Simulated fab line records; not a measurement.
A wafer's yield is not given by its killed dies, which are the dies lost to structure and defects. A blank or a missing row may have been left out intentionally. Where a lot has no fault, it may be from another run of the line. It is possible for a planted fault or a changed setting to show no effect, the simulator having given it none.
Code-filled problem report in 8D (eight disciplines) form :: flow sky130 :: the parts of the form that need people (team, actions taken, sign-off) are left out

== 1. WHAT IS WRONG ==
susceptorTempC at SKY_VIA2_CVD_21 reads a mean of 402.49 C on 9 wafers of 3 lots; wafers without a fault read 399.99 C with a standard deviation of 0.19. That is +13 standard deviations from the usual mean.
The step: deposits W, target thk 420 nm, time 126.4 s.
First observed at day 41 14:05: wafer L975.2, on cvdW-02. The record holds 21 wafers of 7 lots with a number at this step. The rule behind "out" and "out of limits": a value lying over 4 standard deviations away from the usual mean. The other wafers with a number count as sound.

== 2. WHAT IT IS, WHAT IT ISN'T ==
question: which readings at this step
is: susceptorTempC
is not: heaterPowerW

question: which lots
is: L975, L976, L977
is not: L962, L970, L979, L980

question: which wafers of those lots
is: all that have a number
is not: -

question: read on which tools
is: cvdW-02
is not: cvdW-01

question: when
is: from day 41 14:05
is not: up to then (6 sound wafers); but 6 sound wafers of L979, L980 came after

== 3. WHAT RULES OUT EACH SUSPECT ==
Counting: a tool at a process step up to the reading stays a suspect if it ran every lot that is out and no sound lot after the first of them.
- cvdW-02 at SKY_VIA2_CVD_21 (deposits W, target thk 420 nm, time 126.4 s): kept. Every lot that is out went through it, starting with L975 (day 41 14:05), and after that it ran no sound lot; the last sound lot it ran before then is L970 (day 40 03:36). On those wafers its own readings are out: susceptorTempC.
The count leaves cvdW-02 at SKY_VIA2_CVD_21.

== 4. THE CAUSE (what the simulator had put in) ==
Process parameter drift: cvdW-02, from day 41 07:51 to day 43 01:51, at SKY_VIA2_CVD_21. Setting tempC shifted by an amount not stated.
The count eliminated every tool but this one.

== 5. THE EFFECT CHAIN, in route order ==
One row per reading whose mean, taken over the struck wafers that have a number, lies over 3 standard deviations from the usual. Only readings whose record carries a usual standard deviation are examined. hours: median over the lots of the time between each lot's start at the first step of this table that gives one and its start at this step. sigmas: the change, counted in usual standard deviations.
hours: 0
step: SKY_VIA2_CVD_21
reading: susceptorTempC
usual: 399.99 C
on struck wafers: 402.49
change: +2.50
sigmas: +13
Here are the process steps it includes:
- SKY_VIA2_CVD_21: deposits W, target thk 420 nm, time 126.4 s.
Later measuring or inspecting steps at which every struck wafer that the step has a row for has a number for every such reading, and none has moved that far: SKY_VIA2_RS_MEAS_22, SKY_VIA2_THK_MEAS_23.

== 6. WHAT WOULD HAVE CAUGHT IT SOONER ==
First out-of-limits reading in this record: day 41 14:05, which is 6 hours after fault onset at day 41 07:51.
